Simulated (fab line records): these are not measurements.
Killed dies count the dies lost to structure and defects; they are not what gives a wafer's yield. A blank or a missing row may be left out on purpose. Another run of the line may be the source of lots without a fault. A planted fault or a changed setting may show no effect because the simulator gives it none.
fab line records	flow sky130
record: lots: 24	wafers: 72	lastDay: 50
route steps=708 shown CAPM@549 CAP2M@603 VIA4@641 METAL5@661 PASSIVATION@684
lots with no fault: from the same line, run without faults
startH: hours from the record's opening day to when the first of the lot's shown wafers began	waitH: hours since the lot's step before	" repeats the value in the row above	L1.1+2: a single row standing in for several wafers	- either no value or no given start	* or withheld: withheld	< > ~ a bound
route shown NAME@n: NAME is a module with steps in the file, n the number in the route of the first one	usual: mean/standard deviation of fault-free wafers	same: alike in all rows	chamber/n: place in a boat	sites: the reading at each site	_std_site: the standard deviation of these	_edge_site: the outer-site mean with the inner-site mean subtracted	radiusMm: how far each site lies from the wafer's centre	mask NAME#n: copy n	behind: the tool/chamber that last shaped the wafer	hold: why the lot was held/for how many hours/how that ended	device: whichever transistor did not switch (one of n, p or np)	end of line: the tests these same wafers got at the end of their route	a step given without rows: its recipe and nothing more	killed: count of dies lost to structure and defects at first sort (not the wafer's yield)	map: a wafer's dies, x killed, . not, _ none there
set.NAME: the run value of the setting; set.NAME@STEP: its run value at that earlier step	model.NAME: the simulator's own value behind a step, which no gauge read
one table for each step of the route and one row for each wafer, over a sample of lots
services: from which hour (startH, from the record's first day; less than 0 if before it) a tool's chamber was out of use, for how many hours, and why
== steps ==
step: SKY_CAPM_OVL_MEAS_12
usual: CAPM_OVL: 0.2/1.1
lot.wafer	tool	chamber	startH	waitH	CAPM_OVL[nm]
L075.1	overlay-01	-	873.31	0.1	0.1
L075.5	"	-	"	"	0.7
L075.6	"	-	"	"	0.0
L074.1	overlay-01	-	874.32	0.1	1.1
L074.5	"	-	"	"	0.8
L074.6	"	-	"	"	0.0
L076.3	overlay-01	-	882.93	0.1	0.5
L076.4	"	-	"	"	-0.2
L076.5	"	-	"	"	-0.5
L077.3	overlay-02	-	888.42	0.1	-0.5
L077.4	"	-	"	"	-2.6
L077.6	"	-	"	"	-1.9
L078.1	overlay-01	-	893.42	0.1	2.7
L078.2	"	-	"	"	-0.4
L078.3	"	-	"	"	1.2
L079.1	overlay-02	-	904.67	0.1	-0.4
L079.2	"	-	"	"	0.8
L079.5	"	-	"	"	1.3
L080.3	overlay-02	-	910.93	0.1	-1.3
L080.4	"	-	"	"	-0.3
L080.5	"	-	"	"	-1.1
L081.1	overlay-02	-	933.27	0.1	0.3
L081.3	"	-	"	"	1.4
L081.6	"	-	"	"	0.3
L082.2	overlay-01	-	937.28	0.1	-0.9
L082.3	"	-	"	"	0.5
L082.6	"	-	"	"	-2.1
L083.2	overlay-02	-	938.02	0.1	1.7
L083.4	"	-	"	"	1.1
L083.6	"	-	"	"	0.4
L084.1	overlay-02	-	947.72	0.1	0.3
L084.4	"	-	"	"	2.9
L084.6	"	-	"	"	0.7
L085.3	overlay-01	-	950.38	0.1	0.0
L085.5	"	-	"	"	-0.6
L085.6	"	-	"	"	-0.1
L087.2	overlay-02	-	974.98	0.1	-0.1
L087.5	"	-	"	"	-1.7
L087.6	"	-	"	"	1.7
L086.1	overlay-01	-	977.57	0.1	-0.4
L086.3	"	-	"	"	0.4
L086.5	"	-	"	"	-1.2
L088.2	overlay-01	-	979.38	0.1	-0.3
L088.3	"	-	"	"	-1.3
L088.6	"	-	"	"	-1.4
L089.2	overlay-01	-	989.62	0.1	-0.2
L089.5	"	-	"	"	0.9
L089.6	"	-	"	"	0.7
L092.2	overlay-02	-	992.22	0.1	-0.4
L092.4	"	-	"	"	0.2
L092.5	"	-	"	"	-1.7
L090.2	overlay-01	-	993.82	0.1	0.4
L090.3	"	-	"	"	-1.3
L090.5	"	-	"	"	1.4
L091.2	overlay-01	-	996.03	0.1	1.1
L091.4	"	-	"	"	1.1
L091.5	"	-	"	"	0.6
L093.1	overlay-01	-	998.97	0.1	-0.8
L093.2	"	-	"	"	-0.1
L093.4	"	-	"	"	0.4
L094.1	overlay-02	-	1005.11	0.1	2.8
L094.2	"	-	"	"	-0.7
L094.6	"	-	"	"	0.8
L095.1	overlay-01	-	1012.62	0.1	0.3
L095.2	"	-	"	"	0.9
L095.3	"	-	"	"	0.4
L096.1	overlay-02	-	1021.42	0.1	-0.7
L096.2	"	-	"	"	-0.6
L096.5	"	-	"	"	-0.2
L097.1	overlay-02	-	1029.24	0.2	0.3
L097.5	"	-	"	"	0.4
L097.6	"	-	"	"	1.2
step: SKY_CAP2M_CVD_00
recipe: material: SiO2	targetThkNm: 15.5	tempC: 400	timeS: withheld	rfW: 450
usual: heaterPowerW: 646/82
lot.wafer	tool	chamber	startH	waitH	heaterPowerW
L075.1	pecvd-03	2	927.00	0.0	710
L075.5	"	2	"	"	715
L075.6	"	1	"	"	603
L074.1	pecvd-04	0	928.44	0.0	607
L074.5	"	1	"	"	581
L074.6	"	2	"	"	574
L076.3	pecvd-02	0	936.62	0.0	703
L076.4	"	1	"	"	694
L076.5	"	0	"	"	724
L077.3	pecvd-03	1	941.24	0.0	671
L077.4	"	1	"	"	679
L077.6	"	0	"	"	543
L078.1	pecvd-02	0	947.95	0.0	748
L078.2	"	2	"	"	765
L078.3	"	1	"	"	672
L079.1	pecvd-04	0	957.92	0.0	684
L079.2	"	1	"	"	496
L079.5	"	1	"	"	518
L080.3	pecvd-02	2	963.76	0.0	721
L080.4	"	0	"	"	606
L080.5	"	2	"	"	714
L081.1	pecvd-03	0	985.54	0.0	516
L081.3	"	0	"	"	514
L081.6	"	0	"	"	491
L082.2	pecvd-02	0	988.09	0.0	704
L082.3	"	2	"	"	779
L082.6	"	2	"	"	760
L083.2	pecvd-04	2	989.39	0.0	573
L083.4	"	1	"	"	547
L083.6	"	0	"	"	586
L084.1	pecvd-04	1	998.38	0.0	539
L084.4	"	1	"	"	547
L084.6	"	2	"	"	646
L085.3	pecvd-03	1	1000.64	0.0	692
L085.5	"	2	"	"	655
L085.6	"	0	"	"	480
L087.2	pecvd-02	1	1025.19	0.0	723
L087.5	"	1	"	"	721
L087.6	"	2	"	"	693
L086.1	pecvd-03	1	1026.39	0.0	665
L086.3	"	0	"	"	579
L086.5	"	0	"	"	581
L088.2	pecvd-02	2	1028.64	0.0	719
L088.3	"	0	"	"	742
L088.6	"	2	"	"	735
L089.2	pecvd-02	2	1039.78	0.0	787
L089.5	"	2	"	"	777
L089.6	"	1	"	"	720
L092.2	pecvd-04	2	1041.89	0.0	633
L092.4	"	0	"	"	672
L092.5	"	2	"	"	635
L090.2	pecvd-02	2	1044.50	0.0	663
L090.3	"	1	"	"	604
L090.5	"	1	"	"	603
L091.2	pecvd-02	0	1045.54	0.0	725
L091.4	"	2	"	"	729
L091.5	"	0	"	"	725
L093.1	pecvd-03	0	1048.51	0.0	559
L093.2	"	2	"	"	735
L093.4	"	0	"	"	584
L094.1	pecvd-04	1	1053.09	0.0	558
L094.2	"	0	"	"	716
L094.6	"	1	"	"	567
L095.1	pecvd-03	0	1061.83	0.0	488
L095.2	"	1	"	"	702
L095.3	"	2	"	"	737
L096.1	pecvd-03	2	1069.52	0.0	760
L096.2	"	0	"	"	484
L096.5	"	0	"	"	481
L097.1	pecvd-04	1	1077.21	0.0	557
L097.5	"	0	"	"	687
L097.6	"	1	"	"	555
step: SKY_CAP2M_THK_MEAS_04
recipe: thkMeasGauge: xrf	reads: TiN_of_CAP2M_SPUTTER_02
usual: CAP2M_TIN_THK: 194.9/2.8
lot.wafer	tool	chamber	startH	waitH	CAP2M_TIN_THK[nm]
L075.1	filmMetro-03	-	927.31	0.1	195.7
L075.5	"	-	"	"	195.9
L075.6	"	-	"	"	195.7
L074.1	filmMetro-02	-	928.75	0.1	195.9
L074.5	"	-	"	"	195.8
L074.6	"	-	"	"	194.2
L076.3	filmMetro-02	-	936.95	0.1	193.1
L076.4	"	-	"	"	192.0
L076.5	"	-	"	"	191.2
L077.3	filmMetro-03	-	941.57	0.1	193.4
L077.4	"	-	"	"	194.0
L077.6	"	-	"	"	196.4
L078.1	filmMetro-01	-	948.26	0.1	197.7
L078.2	"	-	"	"	196.4
L078.3	"	-	"	"	195.7
L079.1	filmMetro-01	-	958.23	0.1	198.2
L079.2	"	-	"	"	193.7
L079.5	"	-	"	"	196.2
L080.3	filmMetro-02	-	964.09	0.1	190.2
L080.4	"	-	"	"	193.6
L080.5	"	-	"	"	191.1
L081.1	filmMetro-01	-	985.87	0.1	196.0
L081.3	"	-	"	"	196.2
L081.6	"	-	"	"	194.6
L082.2	filmMetro-02	-	988.42	0.1	190.4
L082.3	"	-	"	"	189.0
L082.6	"	-	"	"	190.8
L083.2	filmMetro-02	-	989.71	0.1	193.8
L083.4	"	-	"	"	194.1
L083.6	"	-	"	"	194.7
L084.1	filmMetro-03	-	998.69	0.1	196.4
L084.4	"	-	"	"	197.1
L084.6	"	-	"	"	196.3
L085.3	filmMetro-02	-	1000.97	0.1	193.7
L085.5	"	-	"	"	194.8
L085.6	"	-	"	"	190.6
L087.2	filmMetro-02	-	1025.51	0.1	195.3
L087.5	"	-	"	"	195.9
L087.6	"	-	"	"	194.9
L086.1	filmMetro-02	-	1026.70	0.1	196.7
L086.3	"	-	"	"	197.7
L086.5	"	-	"	"	197.1
L088.2	filmMetro-01	-	1028.96	0.1	192.4
L088.3	"	-	"	"	193.8
L088.6	"	-	"	"	193.5
L089.2	filmMetro-02	-	1040.10	0.1	190.0
L089.5	"	-	"	"	191.1
L089.6	"	-	"	"	193.3
L092.2	filmMetro-03	-	1042.21	0.1	196.3
L092.4	"	-	"	"	195.9
L092.5	"	-	"	"	196.7
L090.2	filmMetro-01	-	1044.82	0.1	197.8
L090.3	"	-	"	"	198.6
L090.5	"	-	"	"	199.4
L091.2	filmMetro-03	-	1045.86	0.1	195.5
L091.4	"	-	"	"	195.8
L091.5	"	-	"	"	194.6
L093.1	filmMetro-02	-	1048.82	0.1	195.8
L093.2	"	-	"	"	191.3
L093.4	"	-	"	"	193.5
L094.1	filmMetro-02	-	1053.40	0.1	192.6
L094.2	"	-	"	"	192.5
L094.6	"	-	"	"	193.5
L095.1	filmMetro-01	-	1062.14	0.1	195.9
L095.2	"	-	"	"	194.1
L095.3	"	-	"	"	191.6
L096.1	filmMetro-01	-	1069.83	0.1	197.0
L096.2	"	-	"	"	196.5
L096.5	"	-	"	"	196.0
L097.1	filmMetro-03	-	1077.52	0.1	203.6
L097.5	"	-	"	"	201.8
L097.6	"	-	"	"	202.7
step: SKY_VIA4_CMP_02
recipe: material: SiO2	downForcePsi: 4	platenRpm: 60	padVelocityMS: 0.94248
usual: motorCurrentA: 12.7/1	platenRpm: 60.00/0.039	retainingRingPressureFrac: 1.000/0.0046
lot.wafer	tool	chamber	startH	waitH	motorCurrentA	platenRpm	retainingRingPressureFrac
L075.1	cmp-01	0	977.01	0.2	13.1	59.94	0.998
L075.6	"	1	"	"	14.3	59.90	1.005
L075.5	"	2	"	"	12.5	59.98	0.995
L074.1	cmp-02	1	979.31	0.1	10.7	60.05	1.010
L074.6	"	0	"	"	10.9	59.97	1.000
L074.5	"	1	"	"	11.2	60.03	1.005
L076.3	cmp-02	1	986.46	0.0	10.6	60.04	1.011
L076.4	"	2	"	"	12.8	60.08	0.994
L076.5	"	1	"	"	10.6	59.94	1.005
L077.3	cmp-02	1	990.07	0.1	11.2	60.02	1.001
L077.4	"	2	"	"	12.5	60.01	0.996
L077.6	"	1	"	"	10.7	59.97	1.002
L078.2	cmp-01	0	996.61	0.1	13.4	59.93	1.001
L078.1	"	1	"	"	14.7	60.00	0.999
L078.3	"	2	"	"	12.2	59.99	1.003
L079.1	cmp-01	2	1006.07	0.1	12.7	59.98	0.994
L079.2	"	0	"	"	13.0	59.99	0.995
L079.5	"	3	"	"	13.0	59.97	1.002
L080.4	cmp-02	1	1011.13	0.0	11.3	60.04	1.001
L080.3	"	2	"	"	13.1	60.00	1.007
L080.5	"	1	"	"	10.5	59.97	1.004
L081.1	cmp-01	1	1034.14	0.1	14.2	59.99	1.008
L081.3	"	3	"	"	12.0	59.94	1.001
L081.6	"	0	"	"	12.8	59.99	0.998
L082.2	cmp-02	3	1035.89	0.0	12.7	59.99	0.995
L082.3	"	0	"	"	11.7	60.02	0.993
L082.6	"	0	"	"	11.5	60.01	0.997
L083.2	cmp-01	0	1037.43	0.1	13.8	59.88	1.004
L083.4	"	1	"	"	14.0	59.99	1.001
L083.6	"	3	"	"	12.8	60.01	1.000
L084.4	cmp-01	2	1046.50	0.0	12.1	59.99	1.005
L084.1	"	3	"	"	12.8	59.96	1.003
L084.6	"	2	"	"	12.3	60.02	0.995
L085.3	cmp-01	2	1049.07	0.1	12.5	60.00	0.992
L085.6	"	0	"	"	13.5	60.02	0.997
L085.5	"	1	"	"	14.4	60.04	1.004
L087.2	cmp-01	0	1071.22	0.0	13.9	60.05	1.001
L087.5	"	0	"	"	12.6	60.05	0.998
L087.6	"	1	"	"	14.5	59.99	0.999
L086.1	cmp-01	1	1072.70	0.1	14.3	60.00	1.005
L086.3	"	0	"	"	13.5	59.97	1.005
L086.5	"	2	"	"	12.6	60.00	0.997
L088.3	cmp-01	1	1074.29	0.0	14.1	59.95	0.993
L088.2	"	2	"	"	12.6	60.06	1.012
L088.6	"	1	"	"	13.6	60.02	1.002
L089.2	cmp-02	1	1085.38	0.3	11.5	60.05	0.994
L089.6	"	0	"	"	11.5	59.97	0.996
L089.5	"	1	"	"	10.9	59.99	1.003
L092.4	cmp-02	0	1086.88	0.2	11.7	59.99	1.004
L092.2	"	1	"	"	10.7	59.96	0.990
L092.5	"	3	"	"	13.3	59.98	0.998
L090.3	cmp-02	1	1088.46	0.0	10.7	59.95	1.005
L090.2	"	0	"	"	11.1	60.05	1.004
L090.5	"	1	"	"	11.2	60.04	1.006
L091.4	cmp-01	2	1090.45	0.1	12.7	60.06	1.000
L091.2	"	0	"	"	12.6	59.97	0.993
L091.5	"	1	"	"	14.6	59.97	0.998
L093.4	cmp-01	1	1092.25	0.1	15.3	60.04	0.996
L093.1	"	2	"	"	12.0	60.06	0.994
L093.2	"	3	"	"	12.3	60.04	0.997
L094.1	cmp-01	2	1096.66	0.1	12.6	60.04	1.007
L094.2	"	3	"	"	11.8	60.02	0.990
L094.6	"	3	"	"	13.2	60.00	0.992
L095.2	cmp-01	0	1105.10	0.1	13.2	59.95	1.004
L095.3	"	1	"	"	13.9	59.99	1.001
L095.1	"	2	"	"	12.2	60.01	1.001
L096.2	cmp-01	3	1112.28	0.1	12.7	59.98	1.000
L096.1	"	0	"	"	13.5	60.05	1.002
L096.5	"	2	"	"	12.2	60.07	1.004
L097.1	cmp-01	1	1117.99	0.1	14.5	59.96	0.999
L097.5	"	0	"	"	13.7	60.04	0.997
L097.6	"	1	"	"	14.7	60.00	1.003
step: SKY_METAL5_SPUTTER_00
recipe: material: Ti	targetThkNm: 15	powerW: 3000	timeS: 10	chamberPressurePa: 0.4
usual: throttleValvePct: 30.4/1.5
lot.wafer	tool	chamber	startH	waitH	throttleValvePct
L075.1	pvdSputter-01	-	1000.94	0.2	31.1
L075.5	"	-	"	"	31.0
L075.6	"	-	"	"	30.9
L074.1	pvdSputter-03	-	1002.75	0.1	32.0
L074.5	"	-	"	"	30.2
L074.6	"	-	"	"	29.7
L076.3	pvdSputter-01	-	1010.51	0.2	33.4
L076.4	"	-	"	"	29.7
L076.5	"	-	"	"	31.0
L077.3	pvdSputter-03	-	1014.05	0.1	30.4
L077.4	"	-	"	"	29.5
L077.6	"	-	"	"	27.2
L078.1	pvdSputter-03	-	1020.66	0.2	30.3
L078.2	"	-	"	"	32.0
L078.3	"	-	"	"	29.8
L079.1	pvdSputter-01	-	1030.94	0.2	33.2
L079.2	"	-	"	"	30.0
L079.5	"	-	"	"	33.1
L080.3	pvdSputter-03	-	1035.99	0.2	31.9
L080.4	"	-	"	"	29.9
L080.5	"	-	"	"	29.7
L081.1	pvdSputter-01	-	1057.81	0.2	29.7
L081.3	"	-	"	"	33.5
L081.6	"	-	"	"	29.8
L082.2	pvdSputter-02	-	1059.87	0.2	30.1
L082.3	"	-	"	"	30.5
L082.6	"	-	"	"	30.0
L083.2	pvdSputter-03	-	1060.83	0.1	30.3
L083.4	"	-	"	"	29.6
L083.6	"	-	"	"	30.2
L084.1	pvdSputter-03	-	1069.31	0.2	32.0
L084.4	"	-	"	"	30.5
L084.6	"	-	"	"	31.9
L085.3	pvdSputter-03	-	1071.61	0.1	27.7
L085.5	"	-	"	"	27.5
L085.6	"	-	"	"	30.3
L087.2	pvdSputter-01	-	1092.84	0.2	29.8
L087.5	"	-	"	"	30.9
L087.6	"	-	"	"	29.6
L086.1	pvdSputter-03	-	1094.43	0.1	32.3
L086.3	"	-	"	"	30.4
L086.5	"	-	"	"	30.5
L088.2	pvdSputter-01	-	1095.76	0.1	33.4
L088.3	"	-	"	"	31.2
L088.6	"	-	"	"	30.9
L089.2	pvdSputter-02	-	1106.50	0.1	28.6
L089.5	"	-	"	"	28.7
L089.6	"	-	"	"	30.0
L092.2	pvdSputter-02	-	1108.01	0.2	30.2
L092.4	"	-	"	"	30.2
L092.5	"	-	"	"	29.9
L090.2	pvdSputter-03	-	1110.01	0.2	30.4
L090.3	"	-	"	"	27.1
L090.5	"	-	"	"	31.9
L091.2	pvdSputter-01	-	1111.83	0.2	30.0
L091.4	"	-	"	"	31.1
L091.5	"	-	"	"	29.8
L093.1	pvdSputter-01	-	1113.22	0.2	31.0
L093.2	"	-	"	"	30.7
L093.4	"	-	"	"	33.4
L094.1	pvdSputter-02	-	1117.35	0.1	30.5
L094.2	"	-	"	"	30.2
L094.6	"	-	"	"	30.2
L095.1	pvdSputter-01	-	1125.85	0.2	29.7
L095.2	"	-	"	"	33.3
L095.3	"	-	"	"	31.1
L096.1	pvdSputter-03	-	1132.58	0.2	29.8
L096.2	"	-	"	"	30.4
L096.5	"	-	"	"	30.2
L097.1	pvdSputter-03	-	1138.23	0.1	31.9
L097.5	"	-	"	"	32.2
L097.6	"	-	"	"	27.4
step: SKY_PASSIVATION_THK_MEAS_03
recipe: reads: Si3N4_of_PASSIVATION_CVD_02
usual: PASSIVATION_CVD_02_THK: 537/7.3
lot.wafer	tool	chamber	startH	waitH	PASSIVATION_CVD_02_THK[nm]
L075.1	filmMetro-01	-	1025.19	-	531
L075.5	"	-	"	"	536
L075.6	"	-	"	"	533
L074.1	filmMetro-02	-	1027.14	-	527
L074.5	"	-	"	"	532
L074.6	"	-	"	"	527
L076.3	filmMetro-04	-	1034.96	-	532
L076.4	"	-	"	"	551
L076.5	"	-	"	"	540
L077.3	filmMetro-02	-	1038.41	-	541
L077.4	"	-	"	"	548
L077.6	"	-	"	"	539
L078.1	filmMetro-04	-	1044.95	-	538
L078.2	"	-	"	"	540
L078.3	"	-	"	"	546
L079.1	filmMetro-01	-	1054.45	-	532
L079.2	"	-	"	"	519
L079.5	"	-	"	"	542
L080.3	filmMetro-04	-	1059.60	-	530
L080.4	"	-	"	"	546
L080.5	"	-	"	"	537
L081.1	filmMetro-04	-	1080.44	-	518
L081.3	"	-	"	"	527
L081.6	"	-	"	"	531
L082.2	filmMetro-02	-	1082.27	-	528
L082.3	"	-	"	"	534
L082.6	"	-	"	"	539
L083.2	filmMetro-01	-	1083.42	-	534
L083.4	"	-	"	"	532
L083.6	"	-	"	"	545
L084.1	filmMetro-02	-	1091.14	-	529
L084.4	"	-	"	"	539
L084.6	"	-	"	"	543
L085.3	filmMetro-04	-	1093.16	-	532
L085.5	"	-	"	"	552
L085.6	"	-	"	"	555
L087.2	filmMetro-02	-	1113.34	-	540
L087.5	"	-	"	"	544
L087.6	"	-	"	"	551
L086.1	filmMetro-02	-	1115.10	-	539
L086.3	"	-	"	"	543
L086.5	"	-	"	"	544
L088.2	filmMetro-01	-	1116.51	-	525
L088.3	"	-	"	"	542
L088.6	"	-	"	"	539
L089.2	filmMetro-01	-	1127.66	-	529
L089.5	"	-	"	"	536
L089.6	"	-	"	"	540
L092.2	filmMetro-01	-	1129.55	-	537
L092.4	"	-	"	"	545
L092.5	"	-	"	"	539
L090.2	filmMetro-04	-	1130.72	-	529
L090.3	"	-	"	"	532
L090.5	"	-	"	"	536
L091.2	filmMetro-01	-	1132.24	-	540
L091.4	"	-	"	"	545
L091.5	"	-	"	"	539
L093.1	filmMetro-04	-	1133.45	-	530
L093.2	"	-	"	"	531
L093.4	"	-	"	"	545
L094.1	filmMetro-01	-	1137.70	-	539
L094.2	"	-	"	"	542
L094.6	"	-	"	"	544
L095.1	filmMetro-01	-	1145.30	-	536
L095.2	"	-	"	"	524
L095.3	"	-	"	"	533
L096.1	filmMetro-01	-	1152.25	-	532
L096.2	"	-	"	"	537
L096.5	"	-	"	"	548
L097.1	filmMetro-04	-	1157.76	-	539
L097.5	"	-	"	"	542
L097.6	"	-	"	"	540
== services ==
tool	chamber	startH	hours	kind
pvdSputter-02	-	903.64	2.6	repair
pecvd-04	2	904.66	13.0	repair
cmp-02	-	912.00	4.0	pm
pecvd-02	0	915.51	15.8	repair
cmp-01	-	916.00	20.6	pm
pecvd-03	-	933.07	5.5	pm
cmp-01	-	935.35	0.3	repair
pvdSputter-03	3	969.87	-	consumableReplace:kit
cmp-02	-	975.51	3.1	repair
pecvd-02	-	977.54	5.5	pm
cmp-01	-	1000.31	1.2	repair
pvdSputter-02	-	1003.50	3.2	repair
pecvd-04	1	1020.55	5.5	repair
pecvd-04	2	1021.96	11.4	repair
pecvd-03	-	1029.50	0.5	repair
pecvd-04	-	1045.30	4.3	pm
pvdSputter-02	-	1073.56	7.9	repair
pvdSputter-01	-	1075.63	2.3	repair
cmp-01	-	1084.00	4.0	pm
cmp-01	-	1088.00	-	consumableReplace:conditioner
cmp-01	-	1088.00	-	consumableReplace:pad
pvdSputter-02	-	1103.59	2.6	repair
pecvd-04	0	1107.54	14.7	repair
pecvd-04	1	1110.30	3.0	repair
== key ==
fault none
